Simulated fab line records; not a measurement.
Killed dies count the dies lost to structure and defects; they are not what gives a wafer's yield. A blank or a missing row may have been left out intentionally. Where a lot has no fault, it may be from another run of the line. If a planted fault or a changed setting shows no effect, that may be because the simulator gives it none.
A lot that was struck, set against a sound lot + flow sky130 + 30 steps out of a route of 708
Sound: wafers L172.1, L172.3, L172.6. The struck wafers were L166.1, L166.2, L166.3. The cause is given at the end.
Per side, at each step with rows, come the tool, then ch with its chambers, and then its first start. Under that, the readings that differ: sound wafers + struck wafers + difference of the means + sigmas: that difference in standard deviations of wafers without a fault.
alike: readings with means less than 2 such deviations apart, plus words and numbers identical on both sides. not compared: withheld readings, readings lacking a value on some wafer, bounds such as >300 that could conceal the same value, and numbers that have no deviation in the record and whose values overlap.
A row with sigmas, a row that says differs or no value, or rows on one side alone: a step with any of these is where the two part. When numbers do not overlap yet have no deviation, they are printed without sigmas and do not part them. A reading missing from all wafers of one side parts the sides only when that side holds two or more wafers.

first, 5 steps without rows for these wafers: SKY_SONOS_ONO_COAT_08 (resist thk 1140 nm); SKY_SONOS_ONO_SOFTBAKE_09 (time 60 s); SKY_SONOS_ONO_EXPOSE_10 (exposes mask ONOM, target cd 410 nm); SKY_SONOS_ONO_PEB_11; SKY_SONOS_ONO_DEVELOP_12 (develop time 60 s).
SKY_SONOS_ONO_CD_MEAS_13 targets a cd of 410 nm.
  sound: cd_sem-01 at day 17 22:07; struck: cd_sem-02 at day 16 05:35
  alike: cd_nm
SKY_SONOS_ONO_OVL_MEAS_14:
  sound: overlay-01 at day 17 22:14; struck: overlay-02 at day 16 05:44
  alike: SONOS_ONO_OVL
SKY_SONOS_ONO_ETCH_15: etches the open film in CHF3/O2, target depth 19.52 nm, time 7.8 s.
  sound on rie_diel-02 ch 1,3, day 17 22:17; struck on rie_diel-02 ch 1,2,3, day 16 05:46
  alike: drypump_motor_current_A, oes_product_au, throttle_valve_pct
  not compared: rf_hours_counter_h
then, 1 step without rows for these wafers: SKY_SONOS_ONO_WET_ETCH_16 (etches SiO2 in dHF, target depth 14 nm, time 280 s).
SKY_SONOS_ONO_STRIP_17: strips in O2/N2.
  sound on plasma_asher-02 ch 0,1, day 17 22:23; struck on plasma_asher-02 ch 0,1, day 16 05:52
  alike: drypump_motor_current_A, n2_flow_sccm, oes_product_au, strip_time_to_endpoint_s
  not compared: rf_hours_counter_h
then, 2 steps without rows for these wafers: SKY_SONOS_ONO_WET_ETCH_18 (etches Si3N4 in H3PO4, target depth 15 nm, time 172 s); SKY_GATE_OXIDE_CLEAN_00 (cleans in SC1/SC2, time 150 s).
SKY_GATE_OXIDE_OXIDATION_01: stabilise 600 s, purge 300 s, target thk 10.268 nm.
  sound on furnace-01 ch 0, day 17 23:11; struck on furnace-02 ch 0, day 16 10:01
  alike: spike_tc_lower_C, spike_tc_upper_C, zone_power_top_pct
SKY_GATE_OXIDE_THK_MEAS_02:
  sound: film_metro-01 at day 18 00:35; struck: film_metro-01 at day 16 11:25
| reading                          | sound             | struck            | difference | sigmas |
|----------------------------------|-------------------|-------------------|------------|--------|
| GATE_OXIDE_OXIDATION_00_THK (nm) | 10.43 10.39 10.46 | 16.90 17.02 16.77 | +6.47      | +36    |
then, 7 steps without rows for these wafers: SKY_GATE_OXIDE_DEHYDRATE_03 (time 60 s); SKY_GATE_OXIDE_HMDS_04 (prime time 60 s); SKY_GATE_OXIDE_COAT_05 (resist thk 1140 nm); SKY_GATE_OXIDE_SOFTBAKE_06 (time 60 s); SKY_GATE_OXIDE_EXPOSE_07 (exposes mask LVOM, target cd 600 nm); SKY_GATE_OXIDE_PEB_08; SKY_GATE_OXIDE_DEVELOP_09 (develop time 60 s).
SKY_GATE_OXIDE_OVL_MEAS_10:
  sound: overlay-02 at day 19 06:35; struck: overlay-02 at day 17 13:35
  alike: GATE_OXIDE_OVL
then, 2 steps without rows for these wafers: SKY_GATE_OXIDE_IMPLANT_11; SKY_GATE_OXIDE_WET_ETCH_12 (etches SiO2 in dHF, target depth 16.8 nm, time 336 s).
SKY_GATE_OXIDE_STRIP_13: strips in O2/N2.
  sound on plasma_asher-02 ch 0,1, day 19 06:58; struck on plasma_asher-04 ch 0,1, day 17 13:52
  alike: drypump_motor_current_A, n2_flow_sccm, oes_product_au, strip_time_to_endpoint_s
  not compared: rf_hours_counter_h
SKY_GATE_OXIDE_TW_MEAS_14:
  sound: film_metro-01 at day 19 07:04; struck: film_metro-02 at day 17 13:58
| reading       | sound             | struck            | difference | sigmas |
|---------------|-------------------|-------------------|------------|--------|
| GATE_OXIDE_TW | 229.4 230.7 229.9 | 226.4 226.6 227.0 | -3.3       | -2     |
SKY_GATE_OXIDE_CLEAN_15: cleans in SC1/SC2, time 150 s.
  sound on wet_bench-03 ch 3, day 19 07:08; struck on wet_bench-03 ch 2, day 17 14:02
| reading                                           | sound             | struck            | difference | sigmas |
|---------------------------------------------------|-------------------|-------------------|------------|--------|
| model.SiO2_of_GATE_OXIDE_OXIDATION_01.thk_nm (nm) | 10.17 10.04 10.13 | 16.53 16.72 16.47 | +6.46      |        |
SKY_GATE_OXIDE_OXIDATION_16: stabilise 600 s, purge 300 s, target thk 3.57 nm.
  sound on furnace-01 ch 0, day 19 07:14; struck on furnace-01 ch 0, day 17 15:03
| reading                                           | sound            | struck            | difference | sigmas |
|---------------------------------------------------|------------------|-------------------|------------|--------|
| model.SiO2_of_GATE_OXIDE_OXIDATION_01.thk_nm (nm) | 11.81 11.7 11.77 | 17.83 18.01 17.77 | +6.11      |        |
  alike: spike_tc_lower_C, spike_tc_upper_C, zone_power_top_pct
then, 1 step without rows for these wafers: SKY_POLY_GATE_CVD_00 (deposits poly-Si, target thk 180 nm, time 720 s).
-- here the record skips 31 days between the struck wafers' starts before and after, leaving off in module POLY_GATE and picking up in module PAD_OPEN (first step shown: number 708 of the route) --
SKY_PAD_OPEN_PROBE_99:
  sound: prober-01 at day 49 10:41; struck: prober-02 at day 48 10:49
| reading                                | sound                         | struck                        | difference | sigmas |
|----------------------------------------|-------------------------------|-------------------------------|------------|--------|
| model.etest.nfet_16v.r_on_ohm_um       | 1.403e+04 1.39e+04 1.396e+04  | 1.737e+04 1.742e+04 1.727e+04 | +3.390e+03 |        |
| model.etest.tip_sonos.rs_ohm_sq        | 2675 2668 2649                | 5225 5336 5196                | +2588      |        |
| model.etest.pfet_16v.r_on_ohm_um       | 1.529e+04 1.509e+04 1.541e+04 | 1.725e+04 1.715e+04 1.694e+04 | +1.850e+03 |        |
| model.etest.pfet_g5v0d10v5.r_on_ohm_um | 4815 4781 4827                | 6258 6261 6165                | +1420      |        |
| model.etest.nfet_g5v0d10v5.r_on_ohm_um | 1911 1880 1899                | 2427 2447 2409                | +531       |        |
| model.etest.tip_p.rs_ohm_sq            | 6869 6890 6894                | 7006 7152 7090                | +198       |        |
| model.etest.pfet_01v8.r_on_ohm_um      | 2906 2873 2910                | 3070 3133 3053                | +189       |        |
| model.etest.nfet_g5v0d10v5.drive_ua_um | 591.4 603.3 598.3             | 396.7 394.7 397.9             | -201.2     |        |
  alike: killed_at_M0_to_M3, killed_at_M4_up, killed_at_contacts, killed_at_front_end, killed_at_other, killed_dies, killed_open, killed_short

## WHERE THEY PART
First at SKY_GATE_OXIDE_THK_MEAS_02; last, within this record, at SKY_GATE_OXIDE_TW_MEAS_14. Later steps at which nothing parts them and some readings are alike: SKY_GATE_OXIDE_OXIDATION_16, SKY_PAD_OPEN_PROBE_99.

WHY: what had been put in by the simulator
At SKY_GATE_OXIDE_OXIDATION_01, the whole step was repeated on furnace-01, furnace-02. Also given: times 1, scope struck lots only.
